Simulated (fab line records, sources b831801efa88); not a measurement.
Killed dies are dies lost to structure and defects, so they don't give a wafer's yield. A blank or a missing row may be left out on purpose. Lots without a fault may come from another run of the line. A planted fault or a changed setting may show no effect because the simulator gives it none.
Problem report in the 8D (eight disciplines) form, filled by code | flow sfq_line | the parts of the form that need people (team, actions taken, sign-off) are left out

1. THE PROBLEM
oes_product_au at SFQ_TRILAYER_I7_VIA_BARC_OPEN_VIA_ETCH_260 reads a mean of 0.751 a.u. on 3 wafers of 2 lots; wafers without a fault read 0.685 a.u. with a standard deviation of 0.0048. That is +14 standard deviations from the usual mean.
The step: etches BARC in O2, target depth 125 nm, time 41.7 s.
First seen on wafer L799.3, day 70 23:06, on rie_diel-04. The record holds 42 wafers of 14 lots with a number at this step. Rule for "out", or "out of limits": more than 4 standard deviations from the usual mean. The other wafers with a number count as sound.

2. WHAT IT IS AND WHAT IT IS NOT
question                    | is                           | is not
which readings at this step | oes_product_au, run_length_s | drypump_motor_current_A
which lots                  | L799, L802                   | L787, L790, L791, L797, L798, L800, L801, L803, L807, L808, L809, L810
which wafers of those lots  | L799.3, L802.1, L802.6       | L799.1, L799.2, L802.4
read on which tools         | rie_diel-04                  | rie_diel-01, rie_diel-02
when                        | from day 70 23:06            | up to then (17 sound wafers); but 22 sound wafers of L800, L801, L802, L803, L807, L808, L809, L810 came after

3. SUSPECTS, AND WHAT RULES EACH OUT
Counting: a tool at a process step up to the reading stays a suspect if it ran every lot that is out. Sound lots after the first of them don't rule it out here, since some wafers of a struck lot are sound.
- rie_diel-04 at SFQ_TRILAYER_I7_VIA_BARC_OPEN_VIA_ETCH_260 (etches BARC in O2, target depth 125 nm, time 41.7 s): kept. It ran every lot that is out, first L799 (day 70 23:06); its last sound lot up to then is L791 (day 70 06:22). Its own readings are out on those wafers: oes_product_au, run_length_s.
- Within rie_diel-04 at SFQ_TRILAYER_I7_VIA_BARC_OPEN_VIA_ETCH_260: the wafers that are out ran in chamber 0; their sound lot-mates ran in chambers 2, 3.
Left after counting: rie_diel-04 at SFQ_TRILAYER_I7_VIA_BARC_OPEN_VIA_ETCH_260.

4. THE CAUSE (what the simulator had put in)
Process parameter drift: rie_diel-04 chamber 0, from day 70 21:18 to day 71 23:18, at SFQ_TRILAYER_I7_VIA_BARC_OPEN_VIA_ETCH_260. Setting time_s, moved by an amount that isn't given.
Counting left only this tool.

5. THE CHAIN OF EFFECTS, in route order
Each row: a reading whose mean over the struck wafers that have a number lies more than 3 standard deviations from the usual. Only readings for which the record gives a usual standard deviation are gone through. hours: the time from each lot's start at the first step in this table that gives one to its start at this step, as a median over the lots. sigmas: the change in usual standard deviations.
hours | step                                       | reading        | usual      | on struck wafers | change | sigmas
0     | SFQ_TRILAYER_I7_VIA_BARC_OPEN_VIA_ETCH_260 | oes_product_au | 0.685 a.u. | 0.751            | +0.066 | +14
0     | SFQ_TRILAYER_I7_VIA_BARC_OPEN_VIA_ETCH_260 | run_length_s   | 70.1 s     | 65.5             | -4.6   | -9.9
The process steps in it:
- SFQ_TRILAYER_I7_VIA_BARC_OPEN_VIA_ETCH_260: etches BARC in O2, target depth 125 nm, time 41.7 s.

6. WHAT WOULD HAVE CAUGHT IT SOONER
In this record the first reading out of limits was taken at day 70 23:06, 2 hours after the fault began at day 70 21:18.
